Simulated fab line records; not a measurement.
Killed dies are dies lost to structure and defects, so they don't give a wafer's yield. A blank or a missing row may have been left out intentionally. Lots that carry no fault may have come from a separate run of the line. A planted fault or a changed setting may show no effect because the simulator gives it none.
One fault seen from 2 desks / flow gf180mcu / what lay behind the numbers comes last; until then each desk has only its own

## FOR THE TOOL OWNER'S DESK: litho-track-03
The tool's own readings at GF_M4_COAT_09 (resist thk 1000 nm): means of the sampled wafers that have a number, for each lot that ran on this tool. If a lot's mean is further than 4 standard deviations from the usual mean, the lot is out of limits and carries the mark OUT (the distance appears in the brackets).
Columns: A = dispense-pressure-kPa at GF_M4_COAT_09, usual 50.5 kPa; B = exhaust-pa at GF_M4_COAT_09, usual 44.8 Pa
lot=L334; first seen here=day 27 07:58; A=50.5; B=45.0
lot=L340; first seen here=day 29 01:45; A=50.5; B=45.0
This desk found nothing out of limits on any of the 2 lots.

## AT THE METROLOGY DESK
What the gauges read for every lot (on any tool): the sampled wafers with a number, averaged. If a lot's mean is further than 4 standard deviations from the usual mean, the lot is out of limits and carries the mark OUT (the distance appears in the brackets).
Columns: A = V3_W_RS at GF_V3_RS_MEAS_24, usual 0.327 ohm/sq; B = V3_W_THK at GF_V3_THK_MEAS_25, usual 345 nm; C = M4_ALCU_RS at GF_M4_RS_MEAS_05, usual 0.0696 ohm/sq; D = M4_ALCU_THK at GF_M4_THK_MEAS_06, usual 446 nm; E = cd-nm at GF_M4_CD_MEAS_14, usual 280.2 nm; F = M4_OVL at GF_M4_OVL_MEAS_15, usual -5 nm
lot=L325; first seen here=day 24 00:11; A=0.328; B=347; C=0.0681; D=456; E=281.7; F=-12
lot=L332; first seen here=day 26 10:27; A=0.329; B=348; C=0.0688; D=453; E=281.8; F=-1
lot=L333; first seen here=day 26 12:05; A=0.326; B=350; C=0.0692; D=449; E=278.1; F=-10
lot=L334; first seen here=day 26 21:13; A=0.325; B=347; C=0.0697; D=446; E=281.2; F=-4
lot=L340; first seen here=day 28 14:15; A=0.326; B=344; C=0.0698; D=442; E=276.0; F=-12
This desk found nothing out of limits on any of the 5 lots.

## BROUGHT TOGETHER
Nothing out of limits was seen by the tool owner's desk.
From the metrology desk's view, nothing was out of limits.

## WHAT THE SIMULATOR HAD PUT IN
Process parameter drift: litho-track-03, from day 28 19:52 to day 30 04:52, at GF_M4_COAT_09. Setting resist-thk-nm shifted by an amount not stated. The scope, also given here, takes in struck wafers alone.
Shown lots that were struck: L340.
